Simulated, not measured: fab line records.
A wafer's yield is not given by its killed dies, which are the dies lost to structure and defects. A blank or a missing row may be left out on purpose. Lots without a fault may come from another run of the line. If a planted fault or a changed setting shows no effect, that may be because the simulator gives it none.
Which tool did it? + flow gf180mcu + 33 wafers from 11 lots sampled at 5 of the route's 602 steps

WHAT EACH GAUGE READ, for each wafer
GF_M3_OVL_MEAS_15. Usual: M3_OVL -4 nm, standard deviation 5.5.
| lot  | measured     | on         | M3_OVL (nm) | flag |
|------|--------------|------------|-------------|------|
| L975 | day 21 13:53 | overlay-02 | 0 6 -1      |      |
| L980 | day 24 00:07 | overlay-01 | -9 -10 -11  |      |
| L981 | day 24 08:38 | overlay-02 | -6 -4 1     |      |
| L983 | day 25 01:58 | overlay-01 | -5 -12 -8   |      |
| L982 | day 25 02:26 | overlay-01 | -7 -2 -9    |      |
| L984 | day 25 06:26 | overlay-01 | 8 2 3       |      |
| L993 | day 27 16:08 | overlay-02 | -6 -4 -8    |      |
| L994 | day 28 08:29 | overlay-02 | -4 -3 -5    |      |
| L996 | day 28 11:23 | overlay-02 | -2 -2 -13   |      |
| L997 | day 29 01:11 | overlay-01 | -1 -1 -6    |      |
| L998 | day 29 06:59 | overlay-01 | 0 9 3       |      |

GF_V4_RS_MEAS_24: uses a four-point probe to measure. Usual: V4_W_RS 0.327 ohm/sq, standard deviation 0.0039.
| lot  | measured     | on           | V4_W_RS (ohm/sq)  | flag |
|------|--------------|--------------|-------------------|------|
| L975 | day 24 17:58 | filmMetro-01 | 0.325 0.329 0.331 |      |
| L980 | day 26 22:09 | filmMetro-02 | 0.326 0.325 0.335 |      |
| L981 | day 27 05:46 | filmMetro-01 | 0.237 0.331 0.335 | OFF  |
| L983 | day 27 21:57 | filmMetro-03 | 0.333 0.327 0.333 |      |
| L982 | day 27 23:29 | filmMetro-01 | 0.237 0.325 0.238 | OFF  |
| L984 | day 28 03:17 | filmMetro-03 | 0.331 0.237 0.240 | OFF  |
| L993 | day 30 08:55 | filmMetro-03 | 0.328 0.328 0.329 |      |
| L994 | day 30 23:20 | filmMetro-01 | 0.321 0.325 0.326 |      |
| L996 | day 31 01:42 | filmMetro-03 | 0.326 0.325 0.326 |      |
| L997 | day 31 14:25 | filmMetro-02 | 0.320 0.326 0.326 |      |
| L998 | day 31 20:25 | filmMetro-02 | 0.332 0.329 0.327 |      |

GF_V4_THK_MEAS_25: measures by xrf. Usual: V4_W_THK 360 nm, standard deviation 5.9.
| lot  | measured     | on           | V4_W_THK (nm) | flag |
|------|--------------|--------------|---------------|------|
| L975 | day 24 18:05 | filmMetro-01 | 360 353 353   |      |
| L980 | day 26 22:16 | filmMetro-02 | 365 368 355   |      |
| L981 | day 27 05:53 | filmMetro-01 | 498 353 348   | OFF  |
| L983 | day 27 22:04 | filmMetro-03 | 356 363 357   |      |
| L982 | day 27 23:37 | filmMetro-01 | 499 360 493   | OFF  |
| L984 | day 28 03:25 | filmMetro-03 | 359 516 505   | OFF  |
| L993 | day 30 09:02 | filmMetro-03 | 356 360 359   |      |
| L994 | day 30 23:27 | filmMetro-01 | 366 363 361   |      |
| L996 | day 31 01:49 | filmMetro-03 | 366 366 365   |      |
| L997 | day 31 14:32 | filmMetro-02 | 364 359 357   |      |
| L998 | day 31 20:32 | filmMetro-02 | 354 356 358   |      |

WHAT TOOL EACH LOT RAN ON (gives the tool, then ch and the chambers of the sampled wafers, and finally the start)
| lot  | GF_M4_SPUTTER_01            | GF_V4_CVD_23                 |
|------|-----------------------------|------------------------------|
| L975 | pvdSputter-04, day 22 16:40 | cvdW-02 ch 0,1, day 24 17:50 |
| L980 | pvdSputter-04, day 25 01:01 | cvdW-02 ch 0,1, day 26 22:02 |
| L981 | pvdSputter-01, day 25 09:55 | cvdW-02 ch 0,1, day 27 05:40 |
| L983 | pvdSputter-04, day 26 02:17 | cvdW-01 ch 0,1, day 27 21:50 |
| L982 | pvdSputter-01, day 26 02:47 | cvdW-02 ch 0,1, day 27 23:23 |
| L984 | pvdSputter-01, day 26 07:04 | cvdW-02 ch 0,1, day 28 03:11 |
| L993 | pvdSputter-03, day 28 15:07 | cvdW-01 ch 1, day 30 08:41   |
| L994 | pvdSputter-03, day 29 07:04 | cvdW-02 ch 0,1, day 30 23:13 |
| L996 | pvdSputter-01, day 29 09:11 | cvdW-01 ch 0,1, day 31 01:35 |
| L997 | pvdSputter-04, day 29 23:13 | cvdW-01 ch 0,1, day 31 14:17 |
| L998 | pvdSputter-01, day 30 05:05 | cvdW-02 ch 0,1, day 31 20:17 |
- GF_M4_SPUTTER_01: material TiN, target thk 30 nm, time 25 s.
- GF_V4_CVD_23: deposits W, target thk 350 nm, time 104.9 s.

AS READ BY THE TOOLS THEMSELVES (means over the sampled wafers that have a number; for cases with no such wafer, the mark the record gives instead)
GF_M4_SPUTTER_01. Usual: 30.1 % for throttleValvePct, sd 1.3.
| lot  | tool          | throttleValvePct (%) | flag |
|------|---------------|----------------------|------|
| L975 | pvdSputter-04 | 29.5                 |      |
| L980 | pvdSputter-04 | 29.8                 |      |
| L981 | pvdSputter-01 | 30.2                 |      |
| L983 | pvdSputter-04 | 29.0                 |      |
| L982 | pvdSputter-01 | 29.4                 |      |
| L984 | pvdSputter-01 | 30.1                 |      |
| L993 | pvdSputter-03 | 31.0                 |      |
| L994 | pvdSputter-03 | 31.6                 |      |
| L996 | pvdSputter-01 | 29.5                 |      |
| L997 | pvdSputter-04 | 30.3                 |      |
| L998 | pvdSputter-01 | 29.8                 |      |

GF_V4_CVD_23. Usual: 863 W for heaterPowerW, sd 50.
| lot  | tool    | heaterPowerW (W) | flag |
|------|---------|------------------|------|
| L975 | cvdW-02 | 885              |      |
| L980 | cvdW-02 | 859              |      |
| L981 | cvdW-02 | 887              |      |
| L983 | cvdW-01 | 830              |      |
| L982 | cvdW-02 | 865              |      |
| L984 | cvdW-02 | 856              |      |
| L993 | cvdW-01 | 803              |      |
| L994 | cvdW-02 | 874              |      |
| L996 | cvdW-01 | 880              |      |
| L997 | cvdW-01 | 841              |      |
| L998 | cvdW-02 | 856              |      |

THE ANSWER, worked out from the rows above alone
Rule: take the mean of a lot's wafers that have a number; if it is more than 3 standard deviations from the usual mean, the lot is off. A lot without any number at a reading at which 4 lots or more have one is off too. Any other lot the step has rows for is counted as sound. Order of review: gauges by route order, followed by the tools' own readings, for which a lot's mean as printed above is used. At the first step where some lot is off, the reading lying furthest off is the one used; lots without a number count as furthest.
Off: L981, L982, L984, seen at GF_V4_RS_MEAS_24 (V4_W_RS).
A tool fits if, at a process step before that reading, it ran every lot that is off, and no sound lot after the first of them. Gauges at GF_V4_RS_MEAS_24: tried the same way as those tools. None of those tried fits.

WHAT WAS PUT IN BY THE SIMULATOR
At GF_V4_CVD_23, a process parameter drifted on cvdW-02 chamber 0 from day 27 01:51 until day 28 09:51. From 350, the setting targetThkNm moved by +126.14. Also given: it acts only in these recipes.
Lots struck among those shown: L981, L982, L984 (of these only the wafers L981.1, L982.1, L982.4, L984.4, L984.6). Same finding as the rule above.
